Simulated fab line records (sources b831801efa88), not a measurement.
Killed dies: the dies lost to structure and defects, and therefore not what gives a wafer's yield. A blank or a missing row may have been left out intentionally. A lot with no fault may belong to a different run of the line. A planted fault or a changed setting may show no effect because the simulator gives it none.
fab line records | flow sky130
record lots=5 wafers=14 lastDay=50
route steps=708 shown VIA3@575 PAD_OPEN@708
lots that met no fault: taken from a fault-free run of the same line
startH: hours from the record's first day to the start of the lot's first wafer shown | waitH: hours elapsed since this lot's preceding step | " as in the row above | L1.1+2: one row covering several wafers at once | - either no value or no given start | * or withheld: withheld | < > ~ a bound
route shown NAME@n: names a module that has steps shown in the file, with the first one's number in the route | usual: the fault-free wafers' mean and standard deviation | same: alike in all rows | chamber/n: place in a boat | sites: readings site by site | _std_site: standard deviation of those values | _edge_site: the outer-site mean with the inner-site mean subtracted | radiusMm: how far each site lies from the wafer's centre | mask NAME#n: copy n | behind: the tool/chamber that last shaped the wafer | hold: why the lot was held/for how many hours/how that ended | device: names the non-switching transistor (n, p or np) | end of line: the tests these same wafers got at the end of their route | a step without rows: its recipe alone | killed: at the first sort, the dies lost to defects and structure; wafer yield is something else | map: a wafer's dies, marking killed ones x, the rest . and places with no die _
set.NAME: setting as actually run; set.NAME@STEP: the setting as run at that earlier step | model.NAME: the simulator's own value behind a step, which no gauge read
lots at selected steps of the route; one table per step, one row per wafer
services: the hour from which a tool's chamber was out of use, counted from the record's first day as startH (under 0 if before that day), plus the number of hours and why
## steps
# step SKY_VIA3_CMP_02
# recipe material=SiO2 downForcePsi=4 platenRpm=60 padVelocityMS=0.94248
# usual headPressurePsi=4.000/0.0087 motorCurrentA=11.6/1.9
# columns lot.wafer tool chamber startH waitH headPressurePsi motorCurrentA
L729.1 cmp-01 1 949.80 0.1 3.980 12.3
L729.3 " 2 " " 4.001 12.7
L729.4 " 0 " " 3.992 8.4
L728.2 cmp-01 1 950.15 0.2 4.008 12.5
L728.3 " 3 " " 4.004 10.7
L728.6 " 0 " " 4.006 8.8
L736.2 cmp-01 0 1012.48 0.3 4.002 8.4
L736.4 " 3 " " 3.997 10.5
L746.3 cmp-01 3 1038.70 0.0 3.999 10.6
L746.1 " 1 " " 4.003 12.7
L746.6 " 3 " " 3.994 10.5
L748.3 cmp-02 3 1055.08 0.1 4.000 12.5
L748.4 " 0 " " 3.999 11.7
L748.5 " 2 " " 3.988 15.2
# step SKY_VIA3_BOW_MEAS_03
# recipe mode=bow
# usual VIA3_BOW=79/8.6
# columns lot.wafer tool chamber startH waitH VIA3_BOW[um]
L729.1 filmMetro-01 - 950.10 0.2 77
L729.3 " - " " 96
L729.4 " - " " 83
L728.2 filmMetro-03 - 950.42 0.2 73
L728.3 " - " " 68
L728.6 " - " " 70
L736.2 filmMetro-03 - 1012.80 0.3 74
L736.4 " - " " 84
L746.1 filmMetro-02 - 1039.00 0.1 69
L746.3 " - " " 75
L746.6 " - " " 83
L748.3 filmMetro-02 - 1055.32 0.2 83
L748.4 " - " " 86
L748.5 " - " " 92
# step SKY_VIA3_DEHYDRATE_04
# recipe tempC=200 timeS=60
# step SKY_VIA3_HMDS_05
# recipe primeTimeS=60 primeTempC=120
# step SKY_VIA3_COAT_06
# recipe resist=BARC tempC=withheld timeS=withheld spinRpm=3000 resistThkNm=60
# step SKY_VIA3_COAT_07
# recipe resist=KrF-thick spinRpm=3000 resistThkNm=450
# step SKY_VIA3_SOFTBAKE_08
# recipe tempC=100 timeS=90 resist=KrF-thick
# step SKY_VIA3_EXPOSE_09
# recipe maskId=VIM3 na=0.8 sourceShape=annular sigmaInner=0.55 sigmaOuter=0.85 targetCdNm=200 doseMj=38
# step SKY_VIA3_PEB_10
# recipe pebTempC=withheld pebTimeS=withheld resist=KrF-thick
# step SKY_VIA3_DEVELOP_11
# recipe developTimeS=60 resist=KrF-thick devTempC=21
# step SKY_VIA3_CD_MEAS_12
# recipe targetCdNm=200
# usual cdNm=200.0/1.5
# columns lot.wafer tool chamber startH waitH cdNm
L729.1 cdSem-02 - 973.95 - 199.6
L729.3 " - " " 198.2
L729.4 " - " " 198.4
L728.2 cdSem-01 - 974.52 - 197.8
L728.3 " - " " 199.5
L728.6 " - " " 199.4
L736.2 cdSem-02 - 1034.47 - 202.2
L736.4 " - " " 201.4
L746.1 cdSem-02 - 1061.35 - 199.8
L746.3 " - " " 200.1
L746.6 " - " " 201.3
L748.3 cdSem-02 - 1076.39 - 200.7
L748.4 " - " " 203.2
L748.5 " - " " 204.2
# step SKY_VIA3_OVL_MEAS_13
# usual VIA3_OVL=-1/6.1
# columns lot.wafer tool chamber startH waitH VIA3_OVL[nm]
L729.1 overlay-02 - 974.07 0.1 -1
L729.3 " - " " -8
L729.4 " - " " -1
L728.2 overlay-01 - 974.63 0.1 -1
L728.3 " - " " -1
L728.6 " - " " -1
L736.2 overlay-02 - 1034.57 0.1 0
L736.4 " - " " 6
L746.1 overlay-02 - 1061.47 0.1 -6
L746.3 " - " " -5
L746.6 " - " " -7
L748.3 overlay-01 - 1076.48 0.1 7
L748.4 " - " " -1
L748.5 " - " " 0
# step SKY_VIA3_ETCH_14
# recipe chemistry=N2/H2 target=BARC ionEnergyEv=200 sourceW=500 biasW=100 pressureMtorr=30 n2FlowSccm=100 h2FlowSccm=200 stopOn=SiO2 timeS=45.9 targetDepthA=600
# usual drypumpMotorCurrentA=5.6/0.45 oesProductAu=0.854/0.0053 rfFwdPowerW=494.7/2 runLengthS=74.2/0.51 throttleValvePct=13.225/0.0091
# columns lot.wafer tool chamber startH waitH drypumpMotorCurrentA oesProductAu rfFwdPowerW rfHoursCounterH runLengthS throttleValvePct
L729.1 rieDiel-03 1 974.10 0.0 6.2 0.858 496.5 9 74.7 13.206
L729.3 " 2 " " 4.7 0.852 492.9 22 75.2 13.231
L729.4 " 3 " " 5.6 0.851 493.3 3 74.4 13.227
L728.2 rieDiel-01 3 974.66 0.0 5.5 0.854 495.7 14 75.0 13.231
L728.3 " 1 " " 5.3 0.856 497.7 11 73.9 13.235
L728.6 " 1 " " 5.3 0.855 499.9 - 74.4 13.237
L736.2 rieDiel-03 2 1034.60 0.0 4.8 0.893 - 24 72.9 13.218
L736.4 " 0 " " 5.8 0.894 - 10 72.4 13.216
L746.1 rieDiel-04 2 1061.51 0.0 5.9 0.863 495.7 29 73.5 13.223
L746.3 " 1 " " 5.7 0.847 492.0 14 75.0 13.207
L746.6 " 0 " " 5.2 0.847 494.6 - 73.9 13.229
L748.3 rieDiel-04 1 1076.51 0.0 5.7 0.858 495.0 15 74.8 13.238
L748.4 " 0 " " 5.2 0.843 494.4 25 73.9 13.218
L748.5 " 3 " " 5.5 0.862 493.1 - 74.4 13.224
# step SKY_VIA3_ETCH_15
# recipe target=SiO2 chemistry=C4F8/O2/Ar targetDepthNm=507 stopOn=TiN maskMaterial=KrF-thick sourceW=1500 biasW=1200 pressureMtorr=40 c4f8FlowSccm=withheld O2_flow_sccm=6 Ar_flow_sccm=300 timeS=78
# usual oesProductAu=0.947/0.0044 rfFwdPowerW=1489/5.1 runLengthS=106.3/0.48
# columns lot.wafer tool chamber startH waitH oesProductAu rfFwdPowerW rfHoursCounterH runLengthS
L729.1 rieDiel-03 1 974.15 0.0 0.945 1492 9 106.7
L729.3 " 2 " " 0.939 1494 22 106.9
L729.4 " 3 " " 0.945 1482 3 106.1
L728.2 rieDiel-01 3 974.70 0.0 0.946 1495 14 107.1
L728.3 " 1 " " 0.950 1501 11 106.1
L728.6 " 1 " " 0.948 1495 - 106.6
L736.2 rieDiel-03 2 1034.64 0.0 0.942 1490 24 107.0
L736.4 " 0 " " 0.953 1490 10 106.3
L746.1 rieDiel-04 2 1061.55 0.0 0.948 1482 29 105.9
L746.3 " 1 " " 0.954 1479 14 106.6
L746.6 " 0 " " 0.947 1485 - 106.0
L748.3 rieDiel-04 1 1076.55 0.0 0.945 1485 15 106.7
L748.4 " 0 " " 0.943 1486 25 106.1
L748.5 " 3 " " 0.949 1488 - 106.2
# step SKY_PAD_OPEN_PROBE_99
# usual defectLimitedYield=82.3/1.8 killed_at_M0_to_M3=44/6.9 killed_at_M4_up=3.3/1.7 killedAtContacts=24/5.5 killedAtFrontEnd=16/4.5 killedAtOther=0.2/0.46 killedDies=87/9.1 killedOpen=48/7.3 killedShort=39/6.2 sort_bin_3_pad_short=0.9/0.4 sort_bin_5_function=10.4/1.5 sort_bin_6_memory=6.4/1.2 sortNPass=405/9.1 sortYieldPct=82.3/1.8
# same grossDies=492 killedAtBackSide=0 sort_bin_4_leakage[%]=0 sort_bin_8_speed[%]=0
# columns lot.wafer tool chamber startH waitH defectLimitedYield[%] killed_at_M0_to_M3 killed_at_M4_up killedAtContacts killedAtFrontEnd killedAtOther killedDies killedOpen killedShort sort_bin_3_pad_short[%] sort_bin_5_function[%] sort_bin_6_memory[%] sortNPass sortYieldPct[%]
L729.1 prober-01 - 1114.59 0.1 81.7 40 2 31 17 0 90 51 39 0.8 9.6 7.9 402 81.7
L729.3 prober-01 - 1114.69 0.2 87.4 36 3 13 10 0 62 30 32 0.4 9.3 2.8 430 87.4
L729.4 prober-01 - 1114.74 0.2 83.1 48 3 18 14 0 83 37 46 1.0 11.4 4.5 409 83.1
L728.2 prober-02 - 1117.69 0.1 83.1 54 6 10 13 0 83 43 40 1.2 11.0 4.7 409 83.1
L728.3 prober-02 - 1117.74 0.2 78.3 54 4 27 20 2 107 59 45 0.6 12.8 8.3 385 78.3
L728.6 prober-02 - 1117.89 0.2 80.5 45 2 28 20 1 96 42 53 1.2 9.8 8.5 396 80.5
L736.2 prober-02 - 1165.07 0.1 82.1 50 7 16 15 0 88 39 49 1.8 8.1 7.9 404 82.1
L736.4 prober-02 - 1165.17 0.2 83.9 41 3 22 13 0 79 43 36 0.8 8.3 6.9 413 83.9
L746.1 prober-01 - 1186.37 0.1 83.1 46 4 16 17 0 83 46 37 0.8 12.0 4.1 409 83.1
L746.3 prober-01 - 1186.47 0.2 81.7 37 4 30 19 0 90 48 39 1.0 10.8 6.5 402 81.7
L746.6 prober-01 - 1186.62 0.2 80.7 37 3 30 24 1 95 53 42 0.4 12.0 6.9 397 80.7
L748.3 prober-01 - 1197.20 0.2 83.5 38 1 30 12 0 81 49 32 1.2 8.9 6.3 411 83.5
L748.4 prober-01 - 1197.25 0.2 83.3 39 1 28 14 0 82 48 34 0.8 9.6 6.3 410 83.3
L748.5 prober-01 - 1197.30 0.2 82.1 40 3 32 12 1 88 48 40 1.2 11.2 5.5 404 82.1
# killed by level:class
L729.1 CONTACT:geometricParticle:open=12 VIA1:geometricParticle:open=9 VIA2:geometricParticle:open=9 CONTACT:geometricParticle:short=7 LI_CONTACT:geometricParticle:open=6 LOCAL_INTERCONNECT:geometricParticle:short=6 POLY_GATE:geometricParticle:open=5 METAL3:geometricParticle:short=5
L729.3 METAL2:geometricParticle:short=7 METAL1:geometricParticle:short=6 CONTACT:geometricParticle:open=6 VIA1:geometricParticle:open=5 VIA1:geometricParticle:short=4 VIA3:geometricParticle:open=4 SPACER:geometricParticle:open=3 LI_CONTACT:geometricParticle:open=3
L729.4 VIA1:geometricParticle:open=11 VIA1:geometricParticle:short=8 METAL2:geometricParticle:short=7 FIELD_ISO:geometricParticle:short=6 VIA3:geometricParticle:open=6 LI_CONTACT:geometricParticle:open=5 VIA3:geometricParticle:short=5 LI_CONTACT:geometricParticle:short=4
L728.2 METAL1:geometricParticle:short=7 VIA2:geometricParticle:open=7 VIA1:geometricParticle:short=6 VIA1:geometricParticle:open=6 VIA2:geometricParticle:short=6 POLY_GATE:geometricParticle:open=5 LI_CONTACT:geometricParticle:open=5 VIA3:geometricParticle:short=5
L728.3 VIA1:geometricParticle:open=13 VIA2:geometricParticle:open=8 POLY_GATE:geometricParticle:open=6 CONTACT:geometricParticle:short=6 METAL1:geometricParticle:short=6 VIA3:geometricParticle:open=6 LI_CONTACT:geometricParticle:open=5 LOCAL_INTERCONNECT:geometricParticle:short=5
L728.6 CONTACT:geometricParticle:open=13 METAL2:geometricParticle:short=9 VIA2:geometricParticle:open=8 VIA1:geometricParticle:open=8 POLY_GATE:geometricParticle:short=7 LI_CONTACT:geometricParticle:open=6 METAL1:geometricParticle:short=6 FIELD_ISO:geometricParticle:short=5
L736.2 VIA1:geometricParticle:short=9 METAL2:geometricParticle:short=8 VIA1:geometricParticle:open=7 VIA2:geometricParticle:open=6 LI_CONTACT:geometricParticle:open=5 METAL4:geometricParticle:short=5 VIA3:geometricParticle:short=5 FIELD_ISO:geometricParticle:open=4
L736.4 LI_CONTACT:geometricParticle:open=10 VIA1:geometricParticle:open=8 VIA3:geometricParticle:open=8 VIA2:geometricParticle:open=6 METAL1:geometricParticle:short=5 FIELD_ISO:geometricParticle:short=4 POLY_GATE:geometricParticle:short=4 VIA2:geometricParticle:short=4
L746.1 VIA1:geometricParticle:open=14 POLY_GATE:geometricParticle:open=7 METAL1:geometricParticle:short=7 CONTACT:geometricParticle:open=6 METAL2:geometricParticle:short=6 FIELD_ISO:geometricParticle:open=5 VIA1:geometricParticle:short=4 VIA2:geometricParticle:open=4
L746.3 CONTACT:geometricParticle:open=11 LI_CONTACT:geometricParticle:open=9 VIA1:geometricParticle:open=8 POLY_GATE:geometricParticle:short=7 VIA1:geometricParticle:short=5 CONTACT:geometricParticle:short=5 VIA3:geometricParticle:open=5 VIA3:geometricParticle:short=5
L746.6 CONTACT:geometricParticle:open=16 VIA1:geometricParticle:open=12 POLY_GATE:geometricParticle:short=11 LI_CONTACT:geometricParticle:open=5 POLY_GATE:geometricParticle:open=4 CONTACT:geometricParticle:short=4 VIA3:geometricParticle:open=4 METAL2:geometricParticle:short=4
L748.3 VIA1:geometricParticle:open=13 LOCAL_INTERCONNECT:geometricParticle:short=9 CONTACT:geometricParticle:open=9 VIA3:geometricParticle:open=5 VIA3:geometricParticle:short=5 LI_CONTACT:geometricParticle:open=4 LOCAL_INTERCONNECT:geometricParticle:open=4 FIELD_ISO:geometricParticle:open=3
L748.4 CONTACT:geometricParticle:open=10 VIA1:geometricParticle:short=8 VIA1:geometricParticle:open=8 LI_CONTACT:geometricParticle:open=7 VIA3:geometricParticle:open=5 POLY_GATE:geometricParticle:short=4 LI_CONTACT:geometricParticle:short=4 METAL2:geometricParticle:short=4
L748.5 CONTACT:geometricParticle:open=15 LOCAL_INTERCONNECT:geometricParticle:short=11 VIA1:geometricParticle:open=10 VIA2:geometricParticle:open=5 VIA2:geometricParticle:short=5 FIELD_ISO:geometricParticle:short=4 LI_CONTACT:geometricParticle:open=4 VIA1:geometricParticle:short=4
## services
# columns tool chamber startH hours kind
cmp-02 - 927.84 27.9 repair
rieDiel-03 3 928.05 8.1 repair
rieDiel-03 2 929.55 5.7 repair
rieDiel-04 3 946.87 6.0 repair
rieDiel-04 0 951.33 2.6 repair
rieDiel-01 0 958.66 5.5 repair
cmp-02 - 976.24 0.5 repair
cmp-02 - 981.77 1.3 repair
cmp-02 - 991.71 1.6 repair
rieDiel-03 2 997.11 8.1 repair
cmp-02 - 1010.55 8.2 repair
rieDiel-01 0 1019.76 6.4 repair
cmp-01 - 1025.01 7.0 pm
cmp-01 - 1044.48 0.9 repair
rieDiel-01 0 1045.40 2.2 repair
rieDiel-01 3 1061.44 2.4 repair
rieDiel-01 - 1075.21 5.2 repair
## key
firstSign step=SKY_VIA3_ETCH_14 reading=oesProductAu direction=up sigmas=7.3 usual=0.854 struck=0.893
effect step=SKY_VIA3_ETCH_14 reading=runLengthS direction=down sigmas=3.1 usual=* struck=*
metAt SKY_VIA3_ETCH_14
struckWafers L736.2,L736.4
onsetBetween 974.10 1034.60
fault kind=processParameterDrift tool=rieDiel-03 chamber=- onsetH=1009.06 steps=SKY_VIA3_ETCH_14 channel=timeS offset=* shape=step endH=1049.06 scope=struckWafersOnly actsIn=* stated=*
